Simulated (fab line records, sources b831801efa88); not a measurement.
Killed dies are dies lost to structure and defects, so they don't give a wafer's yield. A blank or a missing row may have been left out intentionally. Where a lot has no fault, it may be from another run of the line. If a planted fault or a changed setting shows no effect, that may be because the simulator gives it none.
What tool caused it?	flow sky130	at 1 step of a route of 708, 12 lots with 36 wafers sampled

== WHAT THE GAUGES SHOWED, per wafer ==
SKY_VIA4_THK_MEAS_01. Usual: VIA4_HDPCVD_THK 1750 nm, standard deviation 19.
lot	measured	on	VIA4_HDPCVD_THK (nm)	flag
L364	day 41 20:58	film_metro-03	1764 1761 1766	
L366	day 42 04:59	film_metro-01	1742 1777 1781	
L367	day 43 00:14	film_metro-01	1735 1737 1768	
L368	day 43 16:07	film_metro-01	1743 1768 1734	
L369	day 43 18:43	film_metro-01	1752 1757 1783	
L375	day 45 14:18	film_metro-01	1758 1736 1749	
L376	day 45 16:56	film_metro-03	1760 1723 1763	
L377	day 45 17:16	film_metro-01	1736 1734 1742	
L379	day 46 00:18	film_metro-01	1728 1756 1765	
L381	day 46 13:59	film_metro-03	1775 1775 1730	
L383	day 46 19:35	film_metro-02	1742 1745 1743	
L386	day 47 18:28	film_metro-01	1747 1752 1750	

== WHICH TOOL RAN EACH LOT (tool, then ch and the chambers of the sampled wafers, then the start) ==
The record shows no process step preceding these readings.

== WHAT THE TOOLS THEMSELVES READ (means of the sampled wafers that have a number; where no wafer has one, the mark that the record gives instead) ==
The record holds no such reading with a usual standard deviation.

== THE ANSWER, worked out from the rows above alone ==
Rule: take the mean of a lot's wafers that have a number; if it is more than 3 standard deviations from the usual mean, the lot is off. Also off: a lot with no number at a reading for which 4 or more lots have one. Any other lot the step has rows for is counted as sound. The gauges are gone through in route order, then the tools' own readings, and for those a lot's mean is taken as printed above. The first step at which some lot is off is used, and at that step the reading that is off furthest; a lot without a number counts as furthest.
None of the lots is off at any reading shown; this tells nothing.

== WHAT HAD BEEN PUT IN BY THE SIMULATOR ==
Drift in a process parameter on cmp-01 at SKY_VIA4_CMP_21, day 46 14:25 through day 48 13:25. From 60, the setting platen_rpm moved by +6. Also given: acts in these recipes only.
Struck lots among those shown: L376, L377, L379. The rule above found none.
